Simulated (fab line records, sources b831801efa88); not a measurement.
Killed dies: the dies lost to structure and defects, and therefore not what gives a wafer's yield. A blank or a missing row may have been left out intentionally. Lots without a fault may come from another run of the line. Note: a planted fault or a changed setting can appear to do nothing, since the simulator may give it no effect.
Which tool did it? ; flow gf180mcu ; 12 lots, 36 wafers sampled, at 1 step of a route of 602

== WHAT EACH GAUGE READ, for each wafer ==
GF_M2_CD_MEAS_14: the cd target is 280 nm.
lot;measured;on;cd-nm (nm)
L557;day 19 05:16;cd-sem-01;279.0 278.2 278.6
L558;day 19 08:52;cd-sem-01;278.2 280.4 278.5
L560;day 20 08:27;cd-sem-01;280.9 279.4 280.0
L562;day 21 05:11;cd-sem-02;280.3 280.5 280.2
L563;day 21 09:38;cd-sem-01;280.6 279.1 279.7
L564;day 22 07:03;cd-sem-01;281.1 280.6 279.6
L565;day 22 07:42;cd-sem-02;278.7 278.9 279.9
L566;day 22 14:49;cd-sem-02;278.7 278.4 279.8
L567;day 23 00:16;cd-sem-01;279.2 278.6 281.2
L570;day 24 01:02;cd-sem-02;280.2 279.1 280.0
L573;day 24 20:19;cd-sem-01;278.3 278.4 279.7
L579;day 26 22:42;cd-sem-01;279.7 280.8 281.6

== TOOL THAT RAN EACH LOT (tool first, then ch and the chambers of the sampled wafers, then the start) ==
The record shows no process step preceding these readings.

== AS READ BY THE TOOLS THEMSELVES (means over the sampled wafers that have a number; for cases with no such wafer, the mark the record gives instead) ==
The record holds no such reading with a usual standard deviation.

== THE ANSWER, worked out from the rows above alone ==
Rule: the usual values come from the lots themselves. The widest of any qualifying gaps counts: lots, ordered by their means at a reading, are off when they make up no more than a third of the lots, leave a main group of 4 or more, and stand apart from it by 3 or more times the standard deviation of that group's means. Not used: any main group whose means are identical at the precision the tables above print for the reading. A lot without any number at a reading at which 4 lots or more have one is off too. Any other lot the step has rows for is counted as sound. After the gauges, taken in route order, come the tools' own readings; for these a lot's mean is taken, as printed above. At the first step where some lot is off, the reading lying furthest off is the one used; lots without a number count as furthest.
Across all readings shown, no lot is off: no conclusion can be drawn from this.

== WHAT THE SIMULATOR HAD INSERTED ==
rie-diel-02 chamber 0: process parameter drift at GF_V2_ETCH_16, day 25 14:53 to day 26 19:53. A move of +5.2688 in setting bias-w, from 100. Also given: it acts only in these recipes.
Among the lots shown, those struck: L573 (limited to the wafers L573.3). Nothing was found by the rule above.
